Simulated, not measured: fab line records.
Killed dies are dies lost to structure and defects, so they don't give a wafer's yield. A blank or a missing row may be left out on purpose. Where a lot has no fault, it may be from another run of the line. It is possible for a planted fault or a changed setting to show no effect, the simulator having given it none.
Comparing a struck lot with a sound one :: flow gf180mcu :: 15 out of 602 route steps
Sound: the wafers L112.1, L112.3, L112.6. Wafers struck: L103.2, L103.3, L103.5. At the end, the cause is stated.
Order at every step that has rows: each side's tool, ch and its chambers, its first start. Under that, the readings that differ: sound wafers :: struck wafers :: difference of the means :: sigmas: that difference in standard deviations of wafers without a fault.
alike: a reading whose means differ by less than 2 such deviations, as well as words and numbers matching on both sides. not compared: withheld readings; readings where some wafer has no value; bounds like >300 that might hide an equal value; numbers whose values overlap and for which the record gives no deviation.
The two part at a step that has a row with sigmas, a row that says differs or no value, or rows on one side only. Numbers that don't overlap but have no deviation are shown without sigmas and don't part them. Lack of a reading on every wafer of one side parts them only where that side has two or more wafers.

GF_SAB_CD_MEAS_09 targets a cd of 420 nm.
  sound on cd-sem-01, day 21 09:42; struck on cd-sem-02, day 17 16:56
  alike: cd-nm
GF_SAB_OVL_MEAS_10:
  sound on overlay-02, day 21 09:49; struck on overlay-01, day 17 17:03
  alike: SAB_OVL
then, 2 steps without rows for these wafers: GF_SAB_ETCH_11 (etches SiO2 in C4F8/O2/Ar, target depth 55 nm, time 8.5 s); GF_SAB_WET_ETCH_12 (etches SiO2 in dHF, target depth 22 nm, time 440 s).
GF_SAB_STRIP_13: strips in O2/N2.
  sound on plasma-asher-04 ch 1, day 21 10:01; struck on plasma-asher-04 ch 0,1, day 17 17:14
  alike: drypump-motor-current-A, heater-power-w, oes-product-au, strip-time-to-endpoint-s
  not compared: rf-hours-counter-h
then, 2 steps without rows for these wafers: GF_SALICIDE_CLEAN_00 (cleans in SC1/SC2, time 150 s); GF_SALICIDE_WET_ETCH_01 (etches SiO2 in dHF, target depth 5 nm, time 100 s).
GF_SALICIDE_SPUTTER_02: material Co, target thk 10 nm, time 20 s.
  sound on pvd-sputter-03, day 21 10:13; struck on pvd-sputter-01, day 17 17:25
  alike: cathode-dc-power-W, chamber-pressure-pa, throttle-valve-pct
GF_SALICIDE_SPUTTER_03: material TiN, target thk 20 nm, time 16.7 s.
  sound on pvd-sputter-03, day 21 10:14; struck on pvd-sputter-01, day 17 17:27
reading: throttle-valve-pct (%)
sound: 30.1 31.5 31.2
struck: 29.9 28.1 30.0
difference: -1.6
sigmas: -2
  alike: cathode-dc-power-W, chamber-pressure-pa
GF_SALICIDE_RS_MEAS_04: measures by four-point-probe.
  sound on film-metro-04, day 21 10:16; struck on film-metro-03, day 17 17:30
  alike: SALICIDE_TIN_RS
GF_SALICIDE_THK_MEAS_05: measures by xrf.
  sound on film-metro-04, day 21 10:23; struck on film-metro-03, day 17 17:37
reading: SALICIDE_TIN_THK (nm)
sound: 20.25 20.53 19.97
struck: 19.69 19.85 19.53
difference: -0.56
sigmas: -2
GF_SALICIDE_RTA_06: time 30 s.
  sound on rtp-anneal-02 ch 0, day 21 10:26; struck on rtp-anneal-02 ch 0, day 17 17:40
  alike: lamp-power-pct, wafer_temp_C_max
GF_SALICIDE_WET_ETCH_07: etches the open film in SPM, target depth 120 nm.
  sound on wet-bench-01 ch 1, day 21 10:32; struck on wet-bench-01 ch 1, day 17 17:46
reading: model.Co_of_SALICIDE_SPUTTER_02.thk-nm (nm)
sound: 0 0 0
struck: 9.89 9.869 9.818
difference: +9.86
sigmas: 
GF_SALICIDE_RTA_08: time 30 s.
  sound on rtp-anneal-01 ch 0, day 21 10:38; struck on rtp-anneal-01 ch 0, day 17 17:52
  alike: lamp-power-pct, wafer_temp_C_max
-- the record jumps here: 13 days lie between the struck wafers' starts before and after (it left off in module SALICIDE and takes up again in module PASSIVATION, whose first step shown is number 602 of the route) --
GF_PASSIVATION_PROBE_99:
  the record has rows for the struck wafers here (prober-01, day 31 02:52) and none for the sound ones

== WHERE THEY PART ==
Earliest at GF_SALICIDE_SPUTTER_03; latest, in this record, at GF_PASSIVATION_PROBE_99.

WHY: the cause the simulator had injected
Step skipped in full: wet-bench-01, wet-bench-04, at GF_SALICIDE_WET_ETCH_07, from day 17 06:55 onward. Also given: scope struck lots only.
